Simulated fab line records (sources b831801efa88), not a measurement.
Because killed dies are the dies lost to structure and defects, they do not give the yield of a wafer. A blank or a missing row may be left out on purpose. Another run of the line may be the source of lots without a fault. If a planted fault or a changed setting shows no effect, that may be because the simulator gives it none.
fab line records | flow sky130 | part 1 of 2: steps 1 to 31 of 42
[record] lots = 5 wafers = 15 last_day = 49
route steps=708 shown CAPM@537 METAL3@555 VIA3@573
lots that met no fault: taken from a fault-free run of the same line
start_h: hours from the record's first day to the start of the lot's first wafer shown | wait_h: how many hours have passed since the lot's step before this one | " unchanged from the row above | L1.1+2: one row covering several wafers at once | - value missing, or start not given | * or withheld: withheld | < > ~ a bound
route shown NAME@n: names a module that has steps shown in the file, with the first one's number in the route | usual: the fault-free wafers' mean and standard deviation | same: alike in all rows | chamber/n: place in a boat | sites: readings site by site | _std_site: how widely they spread, as a standard deviation | _edge_site: the outer-site mean with the inner-site mean subtracted | radius_mm: for every site, how far away it sits from the centre of the wafer | mask NAME#n: copy n | behind: the tool/chamber that last shaped the wafer | hold: the reason the lot was held/the length of the hold in hours/how it ended | device: transistor that didn't switch, given as n, p or np | end of line: the route-end tests of the same wafers | step lacking rows: just its recipe | killed: at the first sort, the dies lost to defects and structure; wafer yield is something else | map: a wafer's dies, x killed, . not, _ none there
set.NAME: the setting as run; set.NAME@STEP: as run at that earlier step | model.NAME: the simulator's own value behind a step, which no gauge read
lots seen at some steps along the route; tables by step, rows by wafer
services: a tool's chamber out of use, with start hour (start_h, from the record's first day; less than 0 if before it), hours out, and reason
[[steps]]
[step SKY_CAPM_CVD_00]
[recipe] material = SiO2 target_thk_nm = 15.5 temp_c = 400 time_s = withheld rf_w = 450
[usual] heater_power_outer_w = 426/62 heater_power_w = 693/72
// columns lot.wafer tool chamber start_h wait_h heater_power_outer_w heater_power_w
L081.1 pecvd-03 2 896.61 0.0 363 603
L081.5 " 0 " " 358 602
L081.6 " 1 " " 351 651
L082.1 pecvd-04 2 909.90 0.0 426 729
L082.2 " 1 " " 473 752
L082.6 " 2 " " 422 720
L083.1 pecvd-04 0 913.56 0.0 539 769
L083.2 " 2 " " 424 725
L083.5 " 0 " " 550 766
L086.3 pecvd-02 1 939.77 0.0 461 716
L086.4 " 0 " " 426 686
L086.5 " 1 " " 473 745
L088.2 pecvd-03 0 980.03 0.0 377 643
L088.3 " 1 " " 438 771
L088.4 " 1 " " 435 749
[step SKY_CAPM_THK_MEAS_01]
[recipe] reads = SiO2_of_CAPM_CVD_00
[usual] CAPM_CVD_00_THK = 15.53/0.22
// columns lot.wafer tool chamber start_h wait_h CAPM_CVD_00_THK[nm]
L081.1 film_metro-03 - 896.63 - 15.20
L081.5 " - " " 15.68
L081.6 " - " " 15.67
L082.1 film_metro-01 - 909.92 - 15.36
L082.2 " - " " 15.53
L082.6 " - " " 15.71
L083.1 film_metro-04 - 913.59 - 15.58
L083.2 " - " " 15.46
L083.5 " - " " 15.83
L086.3 film_metro-04 - 939.81 - 15.78
L086.4 " - " " 15.78
L086.5 " - " " 15.57
L088.2 film_metro-03 - 980.06 - 15.30
L088.3 " - " " 15.32
L088.4 " - " " 15.53
[step SKY_CAPM_SPUTTER_02]
[recipe] material = TiN target_thk_nm = 200 temp_c = 300 power_w = 6500 time_s = 166.7 chamber_pressure_pa = 0.4
[usual] throttle_valve_pct = 30.6/1
// columns lot.wafer tool chamber start_h wait_h throttle_valve_pct
L081.1 pvd_sputter-03 - 896.69 0.1 30.8
L081.5 " - " " 29.0
L081.6 " - " " 29.3
L082.1 pvd_sputter-01 - 909.98 0.1 30.3
L082.2 " - " " 31.4
L082.6 " - " " 32.4
L083.1 pvd_sputter-01 - 913.65 0.1 31.3
L083.2 " - " " 30.5
L083.5 " - " " 32.3
L086.3 pvd_sputter-01 - 939.85 0.0 30.5
L086.4 " - " " 32.2
L086.5 " - " " 32.5
L088.2 pvd_sputter-01 - 980.11 0.0 30.2
L088.3 " - " " 32.3
L088.4 " - " " 30.5
[step SKY_CAPM_RS_MEAS_03]
[recipe] thk_meas_gauge = four-point-probe reads = TiN_of_CAPM_SPUTTER_02
[usual] CAPM_TIN_RS = 6.90/0.063
// columns lot.wafer tool chamber start_h wait_h CAPM_TIN_RS[ohm/sq]
L081.1 film_metro-01 - 896.80 0.1 7.00
L081.5 " - " " 7.00
L081.6 " - " " 7.02
L082.1 film_metro-01 - 910.09 0.1 6.87
L082.2 " - " " 6.84
L082.6 " - " " 6.86
L083.1 film_metro-01 - 913.76 0.1 6.94
L083.2 " - " " 6.86
L083.5 " - " " 6.94
L086.3 film_metro-03 - 940.00 0.1 6.89
L086.4 " - " " 6.86
L086.5 " - " " 6.87
L088.2 film_metro-04 - 980.24 0.1 6.87
L088.3 " - " " 6.85
L088.4 " - " " 6.76
[step SKY_CAPM_THK_MEAS_04]
[recipe] thk_meas_gauge = xrf reads = TiN_of_CAPM_SPUTTER_02
[usual] CAPM_TIN_THK = 198.4/1.9
// columns lot.wafer tool chamber start_h wait_h CAPM_TIN_THK[nm]
L081.1 film_metro-01 - 896.92 0.1 196.6
L081.5 " - " " 195.7
L081.6 " - " " 196.1
L082.1 film_metro-01 - 910.21 0.1 199.7
L082.2 " - " " 200.4
L082.6 " - " " 200.4
L083.1 film_metro-01 - 913.88 0.1 198.2
L083.2 " - " " 199.7
L083.5 " - " " 198.2
L086.3 film_metro-03 - 940.10 0.1 198.5
L086.4 " - " " 200.1
L086.5 " - " " 198.9
L088.2 film_metro-04 - 980.35 0.1 199.1
L088.3 " - " " 200.2
L088.4 " - " " 201.9
[step SKY_CAPM_DEHYDRATE_05]
[recipe] temp_c = 200 time_s = 60
// columns lot.wafer tool chamber start_h wait_h
L081.1+5+6 litho_track-02 0 907.75 10.8
L082.1+2+6 litho_track-04 0 922.88 12.7
L083.1+2+5 litho_track-04 0 926.33 12.4
L086.3+4+5 litho_track-02 0 952.25 12.1
L088.2+3+4 litho_track-02 0 990.83 10.5
[step SKY_CAPM_HMDS_06]
[recipe] prime_time_s = 60 prime_temp_c = 120
// columns lot.wafer tool chamber start_h wait_h
L081.1+5+6 litho_track-02 0 907.90 0.1
L082.1+2+6 litho_track-04 0 923.03 0.1
L083.1+2+5 litho_track-04 0 926.48 0.1
L086.3+4+5 litho_track-02 0 952.40 0.1
L088.2+3+4 litho_track-02 0 990.98 0.1
[step SKY_CAPM_COAT_07]
[recipe] resist = NOVOLAK spin_rpm = 3000 resist_thk_nm = 1140
// columns lot.wafer tool chamber start_h wait_h
L081.1+5+6 litho_track-02 0 908.05 0.1
L082.1+2+6 litho_track-04 0 923.18 0.1
L083.1+2+5 litho_track-04 0 926.63 0.1
L086.3+4+5 litho_track-02 0 952.55 0.1
L088.2+3+4 litho_track-02 0 991.13 0.1
[step SKY_CAPM_SOFTBAKE_08]
[recipe] temp_c = 90 time_s = 60 resist = NOVOLAK
// columns lot.wafer tool chamber start_h wait_h
L081.1+5+6 litho_track-02 0 908.20 0.1
L082.1+2+6 litho_track-04 0 923.33 0.1
L083.1+2+5 litho_track-04 0 926.78 0.1
L086.3+4+5 litho_track-02 0 952.70 0.1
L088.2+3+4 litho_track-02 0 991.28 0.1
[step SKY_CAPM_EXPOSE_09]
[recipe] mask_id = CAPM na = 0.6 source_shape = conventional sigma_outer = 0.6 polarization = unpolarized target_cd_nm = 1000 dose_mj = 159
// columns lot.wafer tool chamber start_h wait_h mask
L081.1+5+6 iline_stepper-02 0 - - CAPM#0
L082.1+2+6 iline_stepper-01 0 - - CAPM#0
L083.1+2+5 iline_stepper-01 0 - - CAPM#0
L086.3+4+5 iline_stepper-02 0 - - CAPM#0
L088.2+3+4 iline_stepper-02 0 - - CAPM#0
[step SKY_CAPM_PEB_10]
[recipe] temp_c = withheld time_s = * resist = NOVOLAK
// columns lot.wafer tool chamber start_h wait_h
L081.1+5+6 litho_track-01 0 - -
L082.1+2+6 litho_track-04 0 - -
L083.1+2+5 litho_track-04 0 - -
L086.3+4+5 litho_track-04 0 - -
L088.2+3+4 litho_track-02 0 - -
[step SKY_CAPM_DEVELOP_11]
[recipe] resist = NOVOLAK developer = TMAH develop_time_s = 58.01 dev_temp_c = 23
// columns lot.wafer tool chamber start_h wait_h
L081.1+5+6 litho_track-01 0 920.84 0.1
L082.1+2+6 litho_track-04 0 934.63 0.1
L083.1+2+5 litho_track-04 0 937.48 0.1
L086.3+4+5 litho_track-04 0 963.63 0.1
L088.2+3+4 litho_track-02 0 1003.38 0.1
[step SKY_CAPM_OVL_MEAS_12]
[usual] CAPM_OVL = 0.4/1.6
// columns lot.wafer tool chamber start_h wait_h CAPM_OVL[nm]
L081.1 overlay-02 - 920.99 0.1 -0.4
L081.5 " - " " -0.1
L081.6 " - " " -2.3
L082.1 overlay-01 - 934.78 0.1 -0.2
L082.2 " - " " 2.1
L082.6 " - " " 2.1
L083.1 overlay-02 - 937.63 0.1 1.5
L083.2 " - " " -0.9
L083.5 " - " " 0.4
L086.3 overlay-01 - 963.74 0.1 1.5
L086.4 " - " " 1.0
L086.5 " - " " 2.8
L088.2 overlay-01 - 1003.51 0.1 -2.2
L088.3 " - " " -2.6
L088.4 " - " " -3.3
[step SKY_CAPM_METAL_ETCH_13]
[recipe] target_depth_nm = 220 stop_on = SiO2 chemistry = Cl2/BCl3 target = TiN pressure_mtorr = 10 icp_w = 900 bias_w = 48.5 Cl2_flow_sccm = 60 bcl3_flow_sccm = 30 time_s = 62.9
[usual] drypump_motor_current_A = 5.7/0.41 oes_product_au = 0.942/0.0062 throttle_valve_pct = 21.901/0.0087
// columns lot.wafer tool chamber start_h wait_h drypump_motor_current_A oes_product_au rf_hours_counter_h throttle_valve_pct
L081.1 rie_metal-04 1 921.03 0.0 5.4 0.944 3 21.887
L081.5 " 1 " " 5.4 0.930 - 21.906
L081.6 " 0 " " 6.3 0.937 - 21.894
L082.1 rie_metal-04 1 934.81 0.0 5.4 0.950 4 21.886
L082.2 " 1 " " 5.4 0.947 - 21.904
L082.6 " 1 " " 5.4 0.950 - 21.899
L083.1 rie_metal-04 1 937.66 0.0 5.4 0.935 4 21.900
L083.2 " 1 " " 5.4 0.944 - 21.925
L083.5 " 1 " " 5.4 0.942 - 21.899
L086.3 rie_metal-02 1 963.79 0.0 6.0 0.938 - 21.910
L086.4 " 0 " " 5.1 0.944 - 21.912
L086.5 " 0 " " 5.1 0.942 - 21.912
L088.2 rie_metal-03 0 1003.54 0.0 6.0 0.943 5 21.896
L088.3 " 1 " " 5.4 0.946 - 21.908
L088.4 " 0 " " 5.9 0.948 - 21.894
[step SKY_CAPM_STRIP_14]
[recipe] chemistry = O2/N2 power_w = 1400 pressure_mtorr = 1500 platen_temp_c = withheld o2_flow_sccm = 3000 n2_flow_sccm = 300 overash_fraction = 0.5
[usual] drypump_motor_current_A = 5.8/0.45 oes_product_au = 0.710/0.0041 strip_time_to_endpoint_s = 12.68/0.039
// columns lot.wafer tool chamber start_h wait_h drypump_motor_current_A oes_product_au rf_hours_counter_h strip_time_to_endpoint_s
L081.1 plasma_asher-01 1 921.10 0.1 5.9 0.716 16 12.70
L081.5 " 0 " " 5.4 0.709 - 12.67
L081.6 " 1 " " 5.9 0.711 - 12.65
L082.1 plasma_asher-02 1 934.97 0.1 6.2 0.705 77 12.64
L082.2 " 0 " " 5.0 0.708 77 12.66
L082.6 " 0 " " 5.0 0.710 - 12.71
L083.1 plasma_asher-04 1 937.82 0.1 6.2 0.711 50 12.73
L083.2 " 0 " " 6.3 0.707 50 12.74
L083.5 " 0 " " 6.2 0.709 - 12.72
L086.3 plasma_asher-02 0 963.87 0.1 5.0 0.710 - 12.74
L086.4 " 1 " " 6.2 0.706 - 12.67
L086.5 " 1 " " 6.2 0.705 - 12.72
L088.2 plasma_asher-02 0 1003.62 0.1 5.0 0.717 84 12.62
L088.3 " 0 " " 5.0 0.703 - 12.66
L088.4 " 1 " " 6.1 0.709 - 12.63
[step SKY_CAPM_STRIP_15]
[recipe] chemistry = post_etch_residue_remover time_s = 1200 temp_c = 72.5
[usual] bath_heat_duty_pct = 14.1/1.7
// columns lot.wafer tool chamber start_h wait_h bath_heat_duty_pct
L081.1 wet_bench-04 2 921.20 0.1 13.2
L081.5 " 2 " " 12.4
L081.6 " 2 " " 14.4
L082.1 wet_bench-03 1 935.07 0.1 17.0
L082.2 " 1 " " 16.8
L082.6 " 1 " " 16.7
L083.1 wet_bench-04 0 937.92 0.1 13.1
L083.2 " 0 " " 11.7
L083.5 " 0 " " 11.8
L086.3 wet_bench-01 3 963.94 0.0 12.8
L086.4 " 3 " " 14.2
L086.5 " 3 " " 15.1
L088.2 wet_bench-03 2 1003.72 0.1 11.2
L088.3 " 2 " " 12.1
L088.4 " 2 " " 11.3
[step SKY_CAPM_CLEAN_16]
[recipe] chemistry = IPA time_s = 180 temp_c = 25
[usual] bath_heat_duty_pct = 6.0/0.9
// columns lot.wafer tool chamber start_h wait_h bath_heat_duty_pct
L081.1 wet_bench-01 0 921.54 0.0 6.2
L081.5 " 0 " " 7.0
L081.6 " 0 " " 6.7
L082.1 wet_bench-04 2 935.44 0.0 5.5
L082.2 " 2 " " 5.5
L082.6 " 2 " " 5.1
L083.1 wet_bench-01 3 938.26 0.0 6.6
L083.2 " 3 " " 7.3
L083.5 " 3 " " 6.5
L086.3 wet_bench-04 1 964.28 0.0 5.5
L086.4 " 1 " " 5.9
L086.5 " 1 " " 5.0
L088.2 wet_bench-01 0 1004.09 0.0 7.1
L088.3 " 0 " " 7.3
L088.4 " 0 " " 5.7
[step SKY_CAPM_CLEAN_17]
[recipe] chemistry = O3/DIW dry = n2_spin
// columns lot.wafer tool chamber start_h wait_h
L081.1+5+6 wet_bench-03 3 921.60 0.0
L082.1+2+6 wet_bench-03 2 935.50 0.0
L083.1+2+5 wet_bench-04 0 938.38 0.0
L086.3+4+5 wet_bench-03 3 964.34 0.0
L088.2+3+4 wet_bench-03 2 1004.15 0.0
[step SKY_METAL3_DEHYDRATE_05]
[recipe] temp_c = 200 time_s = 60
// columns lot.wafer tool chamber start_h wait_h
L081.1+5+6 litho_track-02 0 932.75 11.1
L082.1+2+6 litho_track-01 0 947.99 12.4
L083.1+2+5 litho_track-03 0 950.93 12.5
L086.3+4+5 litho_track-02 0 976.75 12.3
L088.2+3+4 litho_track-02 0 1014.08 9.8
[step SKY_METAL3_HMDS_06]
[recipe] prime_time_s = 60 prime_temp_c = 120
// columns lot.wafer tool chamber start_h wait_h
L081.1+5+6 litho_track-02 0 932.90 0.1
L082.1+2+6 litho_track-01 0 948.14 0.1
L083.1+2+5 litho_track-03 0 951.08 0.1
L086.3+4+5 litho_track-02 0 976.90 0.1
L088.2+3+4 litho_track-02 0 1014.23 0.1
[step SKY_METAL3_COAT_07]
[recipe] resist = BARC temp_c = withheld time_s = withheld spin_rpm = 3000 resist_thk_nm = 60
// columns lot.wafer tool chamber start_h wait_h
L081.1+5+6 litho_track-02 0 933.05 0.1
L082.1+2+6 litho_track-01 0 948.29 0.1
L083.1+2+5 litho_track-03 0 951.23 0.1
L086.3+4+5 litho_track-02 0 977.05 0.1
L088.2+3+4 litho_track-02 0 1014.38 0.1
[step SKY_METAL3_COAT_08]
[recipe] resist = KrF-thick spin_rpm = 3000 resist_thk_nm = 1140
// columns lot.wafer tool chamber start_h wait_h
L081.1+5+6 litho_track-02 0 - -
L082.1+2+6 litho_track-01 0 - -
L083.1+2+5 litho_track-03 0 - -
L086.3+4+5 litho_track-02 0 - -
L088.2+3+4 litho_track-02 0 - -
[step SKY_METAL3_SOFTBAKE_09]
[recipe] temp_c = 100 time_s = 90 resist = KrF-thick
// columns lot.wafer tool chamber start_h wait_h
L081.1+5+6 litho_track-02 0 - -
L082.1+2+6 litho_track-01 0 - -
L083.1+2+5 litho_track-03 0 - -
L086.3+4+5 litho_track-02 0 - -
L088.2+3+4 litho_track-02 0 - -
[step SKY_METAL3_EXPOSE_10]
[recipe] mask_id = MM3 na = 0.68 source_shape = annular sigma_inner = 0.4 sigma_outer = 0.8 target_cd_nm = 300 dose_mj = 28
// columns lot.wafer tool chamber start_h wait_h mask
L081.1+5+6 krf_scanner-02 0 - - MM3#0
L082.1+2+6 krf_scanner-02 0 - - MM3#0
L083.1+2+5 krf_scanner-01 0 - - MM3#0
L086.3+4+5 krf_scanner-02 0 - - MM3#0
L088.2+3+4 krf_scanner-02 0 - - MM3#0
[step SKY_METAL3_PEB_11]
[recipe] peb_temp_c = withheld peb_time_s = withheld resist = KrF-thick
// columns lot.wafer tool chamber start_h wait_h
L081.1+5+6 litho_track-02 0 - -
L082.1+2+6 litho_track-01 0 - -
L083.1+2+5 litho_track-03 0 - -
L086.3+4+5 litho_track-01 0 - -
L088.2+3+4 litho_track-02 0 - -
[step SKY_METAL3_DEVELOP_12]
[recipe] develop_time_s = 60 resist = KrF-thick dev_temp_c = 20.5
// columns lot.wafer tool chamber start_h wait_h
L081.1+5+6 litho_track-02 0 - -
L082.1+2+6 litho_track-01 0 - -
L083.1+2+5 litho_track-03 0 - -
L086.3+4+5 litho_track-01 0 - -
L088.2+3+4 litho_track-02 0 - -
[step SKY_METAL3_CD_MEAS_13]
[recipe] target_cd_nm = 300
[usual] cd_nm = 300.3/1.4
// columns lot.wafer tool chamber start_h wait_h cd_nm
L081.1 cd_sem-02 - 946.20 - 301.7
L081.5 " - " " 300.0
L081.6 " - " " 301.1
L082.1 cd_sem-02 - 960.19 - 300.9
L082.2 " - " " 301.8
L082.6 " - " " 301.0
L083.1 cd_sem-01 - 962.53 - 301.1
L083.2 " - " " 300.0
L083.5 " - " " 301.3
L086.3 cd_sem-02 - 987.88 - 299.4
L086.4 " - " " 301.8
L086.5 " - " " 299.8
L088.2 cd_sem-02 - 1026.87 - 301.6
L088.3 " - " " 302.0
L088.4 " - " " 302.0
[step SKY_METAL3_OVL_MEAS_14]
[usual] METAL3_OVL = 4/4.3
// columns lot.wafer tool chamber start_h wait_h METAL3_OVL[nm]
L081.1 overlay-01 - 946.32 0.1 0
L081.5 " - " " 5
L081.6 " - " " 4
L082.1 overlay-01 - 960.31 0.1 10
L082.2 " - " " 5
L082.6 " - " " 16
L083.1 overlay-02 - 962.65 0.1 7
L083.2 " - " " 4
L083.5 " - " " 0
L086.3 overlay-01 - 987.97 0.1 3
L086.4 " - " " -1
L086.5 " - " " 3
L088.2 overlay-01 - 1026.98 0.1 2
L088.3 " - " " 10
L088.4 " - " " 0
[step SKY_METAL3_DESCUM_15]
[recipe] chemistry = O2 source_power_w = 150 bias_power_w = 0 pressure_mtorr = 10 temp_c = 40 time_s = 8
[usual] drypump_motor_current_A = 5.76/0.29 oes_product_au = 0.996/0.01
// columns lot.wafer tool chamber start_h wait_h drypump_motor_current_A oes_product_au rf_hours_counter_h
L081.1 rie_metal-01 1 946.36 0.0 5.80 0.981 15
L081.5 " 1 " " 5.81 0.972 -
L081.6 " 1 " " 5.80 0.975 -
L082.1 rie_metal-03 0 960.35 0.0 5.98 1.002 3
L082.2 " 1 " " 5.41 1.005 11
L082.6 " 0 " " 5.98 1.002 -
L083.1 rie_metal-01 0 962.69 0.0 5.92 1.015 12
L083.2 " 1 " " 5.79 0.990 16
L083.5 " 0 " " 5.93 1.000 -
L086.3 rie_metal-02 1 988.01 0.0 5.96 0.998 -
L086.4 " 0 " " 5.07 0.993 -
L086.5 " 0 " " 5.10 0.992 -
L088.2 rie_metal-01 1 1027.01 0.0 5.80 0.981 20
L088.3 " 0 " " 5.96 1.012 -
L088.4 " 1 " " 5.79 0.991 -
[step SKY_METAL3_ETCH_16]
[recipe] chemistry = N2/H2 target = BARC ion_energy_ev = 200 bias_w = 100 pressure_mtorr = 30 n2_flow_sccm = 100 h2_flow_sccm = 200 icp_w = 500 stop_on = SiO2 time_s = 88.2 target_depth_a = 600
[usual] drypump_motor_current_A = 5.77/0.29 oes_product_au = 0.626/0.0047 throttle_valve_pct = 13.205/0.0081
// columns lot.wafer tool chamber start_h wait_h drypump_motor_current_A oes_product_au rf_hours_counter_h throttle_valve_pct
L081.1 rie_metal-01 1 946.42 0.1 5.80 0.624 15 13.207
L081.5 " 1 " " 5.81 0.620 - 13.216
L081.6 " 1 " " 5.81 0.624 - 13.210
L082.1 rie_metal-03 0 960.38 0.0 5.97 0.619 3 13.192
L082.2 " 1 " " 5.43 0.630 11 13.196
L082.6 " 0 " " 6.00 0.620 - 13.198
L083.1 rie_metal-01 0 962.72 0.0 5.97 0.621 12 13.210
L083.2 " 1 " " 5.81 0.634 16 13.206
L083.5 " 0 " " 5.95 0.631 - 13.191
L086.3 rie_metal-02 1 988.06 0.0 5.95 0.624 - 13.206
L086.4 " 0 " " 5.08 0.629 - 13.200
L086.5 " 0 " " 5.09 0.613 - 13.191
L088.2 rie_metal-01 1 1027.04 0.0 5.82 0.626 20 13.207
L088.3 " 0 " " 5.95 0.625 - 13.211
L088.4 " 1 " " 5.84 0.624 - 13.195
[step SKY_METAL3_ETCH_17]
[recipe] target = SiO2 stop_on = TiN chemistry = C4F8/O2/Ar source_w = 1500 bias_w = 1200 pressure_mtorr = 40 c4f8_flow_sccm = withheld O2_flow_sccm = 6 Ar_flow_sccm = 300 time_s = 3.9 target_depth_a = 150
[usual] oes_product_au = 0.755/0.0069
// columns lot.wafer tool chamber start_h wait_h oes_product_au rf_hours_counter_h
L081.1 rie_diel-04 0 946.62 0.2 0.755 6
L081.5 " 3 " " 0.753 -
L081.6 " 0 " " 0.763 -
L082.1 rie_diel-04 3 960.48 0.1 0.746 12
L082.2 " 1 " " 0.754 3
L082.6 " 0 " " 0.748 -
L083.1 rie_diel-04 3 962.82 0.1 0.760 12
L083.2 " 1 " " 0.756 3
L083.5 " 2 " " 0.761 -
L086.3 rie_diel-02 2 988.13 0.0 0.760 12
L086.4 " 1 " " 0.766 4
L086.5 " 1 " " 0.761 -
L088.2 rie_diel-04 3 1027.14 0.1 0.749 15
L088.3 " 1 " " 0.747 6
L088.4 " 0 " " 0.760 10
